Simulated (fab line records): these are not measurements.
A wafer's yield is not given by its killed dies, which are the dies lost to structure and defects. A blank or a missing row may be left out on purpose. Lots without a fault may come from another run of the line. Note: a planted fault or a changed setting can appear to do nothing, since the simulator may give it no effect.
Struck lot and sound lot, side by side	flow sky130	25 out of 708 route steps
Sound: wafers L344.1, L344.2, L344.6. The struck wafers were L351.3, L351.5, L351.6. The cause is named last.
Per side, at each step with rows, come the tool, then ch with its chambers, and then its first start. Under that, the readings that differ: sound wafers	struck wafers	difference of the means	sigmas: that difference in standard deviations of wafers without a fault.
alike: same words and numbers on both sides, and readings whose means sit less than 2 such deviations apart. not compared: any withheld reading, any reading some wafer has no value for, any bound like >300 that may hide the same value, and any number with overlapping values for which the record gives no deviation.
A row with sigmas, a row that says differs or no value, or rows on one side alone: a step with any of these is where the two part. Numbers that have no deviation but don't overlap get no sigmas and don't part them. A reading that every wafer of one side lacks parts them only if that side has two wafers or more.

first, 10 steps without rows for these wafers: SKY_SONOS_ONO_COAT_08 (resist thk 1140 nm); SKY_SONOS_ONO_SOFTBAKE_09 (time 60 s); SKY_SONOS_ONO_EXPOSE_10 (exposes mask ONOM, target cd 410 nm); SKY_SONOS_ONO_PEB_11; SKY_SONOS_ONO_DEVELOP_12 (develop time 60 s); SKY_SONOS_ONO_ETCH_15 (etches the open film in CHF3/O2, target depth 19.52 nm, time 7.8 s); SKY_SONOS_ONO_WET_ETCH_16 (etches SiO2 in dHF, target depth 14 nm, time 280 s); SKY_SONOS_ONO_STRIP_17 (strips in O2/N2); SKY_SONOS_ONO_WET_ETCH_18 (etches Si3N4 in H3PO4, target depth 15 nm, time 172 s); SKY_GATE_OXIDE_CLEAN_00 (cleans in SC1/SC2, time 150 s).
SKY_GATE_OXIDE_OXIDATION_01: stabilise 600 s, purge 300 s, target thk 10.268 nm.
  sound on furnace-02 ch 0, day 14 13:34; struck on furnace-02 ch 0, day 17 00:37
reading	sound	struck	difference	sigmas
spike tc bottom C (C)	914 917 916	904 903 904	-12	-3
spike tc centre C (C)	899.2 898.8 898.7	886.6 888.4 888.6	-11.0	-10
spike tc lower C (C)	899.7 898.5 900.5	886.8 886.5 887.6	-12.6	-9
spike tc top C (C)	912 911 913	900 900 900	-12	-4
spike tc upper C (C)	899.4 900.3 897.7	890.0 889.5 886.9	-10.3	-9
tube center temp C (C)	899.92 899.98 900.02	888.01 888.29 888.27	-11.78	-99 or more
tube_center_temp_C_max	901.9 902.8 902.1	890.2 890.2 890.3	-12.0	-31
model.SiO2_of_GATE_OXIDE_OXIDATION_01.thk nm (nm)	10.27 10.3 10.33	8.756 8.639 8.442	-1.688	
SKY_GATE_OXIDE_THK_MEAS_02:
  struck on film metro-01, day 17 02:17; sound on film metro-04, day 14 14:58
reading	sound	struck	difference	sigmas
GATE_OXIDE_OXIDATION_00_THK (nm)	10.28 10.27 10.33	8.74 8.67 8.45	-1.67	-8
  not compared: hold
then, 9 steps without rows for these wafers: SKY_GATE_OXIDE_HMDS_04 (prime time 60 s); SKY_GATE_OXIDE_COAT_05 (resist thk 1140 nm); SKY_GATE_OXIDE_SOFTBAKE_06 (time 60 s); SKY_GATE_OXIDE_EXPOSE_07 (exposes mask LVOM, target cd 600 nm); SKY_GATE_OXIDE_PEB_08; SKY_GATE_OXIDE_DEVELOP_09 (develop time 60 s); SKY_GATE_OXIDE_IMPLANT_11; SKY_GATE_OXIDE_WET_ETCH_12 (etches SiO2 in dHF, target depth 16.8 nm, time 336 s); SKY_GATE_OXIDE_STRIP_13 (strips in O2/N2).
SKY_GATE_OXIDE_TW_MEAS_14:
  struck on film metro-03, day 18 07:51; sound on film metro-01, day 15 17:31
reading	sound	struck	difference	sigmas
GATE_OXIDE_TW	227.7 228.3 227.8	222.6 222.8 221.5	-5.6	-2
  not compared: hold
SKY_GATE_OXIDE_OXIDATION_16: stabilise 600 s, purge 300 s, target thk 3.57 nm.
  sound on furnace-01 ch 0, day 15 18:54; struck on furnace-01 ch 0, day 18 12:23
reading	sound	struck	difference	sigmas
model.SiO2_of_GATE_OXIDE_OXIDATION_01.thk nm (nm)	11.61 11.65 11.64	10.21 10.11 9.911	-1.56	
  alike: spike tc bottom C, spike tc centre C, spike tc lower C, spike tc top C, spike tc upper C, tube center temp C, tube_center_temp_C_max
then, 1 step without rows for these wafers: SKY_POLY_GATE_CVD_00 (deposits poly-Si, target thk 180 nm, time 720 s).
-- the record jumps here: 31 days lie between the struck wafers' starts before and after (it left off in module POLY_GATE and takes up again in module PAD_OPEN, whose first step shown is number 708 of the route) --
SKY_PAD_OPEN_PROBE_99:
  struck on prober-02, day 49 01:35; sound on prober-01, day 47 05:29
reading	sound	struck	difference	sigmas
model.etest.nfet_16v.r on ohm um	1.396e+04 1.399e+04 1.409e+04	1.339e+04 1.325e+04 1.32e+04	-7.333e+02	
model.etest.pfet g5v0d10v5.r on ohm um	4778 4686 4767	4533 4461 4495	-247	
model.etest.tip sonos.rs ohm sq	2668 2650 2663	2407 2391 2361	-274	
model.etest.nfet g5v0d10v5.r on ohm um	1873 1866 1871	1784 1768 1782	-92	
model.etest.nfet g5v0d10v5.drive ua um	604.5 608.2 608	677.3 684.1 693.8	+78.2	
model.etest.nfet_05v0_nvt.drive ua um	568.5 577.6 570	644.7 642.2 653.6	+74.8	
model.etest.pfet g5v0d10v5.drive ua um	340.3 345.7 339.4	371.4 378.5 377.6	+34.0	
model.etest.nfet_16v.drive ua um	221.8 220.2 221.3	248 251.8 256.8	+31	
  alike: killed_at_M0_to_M3, killed_at_M4_up, killed at contacts, killed at front end, killed at other, killed dies, killed open, killed short

WHERE THEY PART
Last at SKY_GATE_OXIDE_TW_MEAS_14 as far as this record goes, first at SKY_GATE_OXIDE_OXIDATION_01. Later steps at which nothing parts them and some readings are alike: SKY_GATE_OXIDE_OXIDATION_16, SKY_PAD_OPEN_PROBE_99.

WHY: what had been put in by the simulator
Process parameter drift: furnace-02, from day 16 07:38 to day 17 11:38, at SKY_GATE_OXIDE_OXIDATION_01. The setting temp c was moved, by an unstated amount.
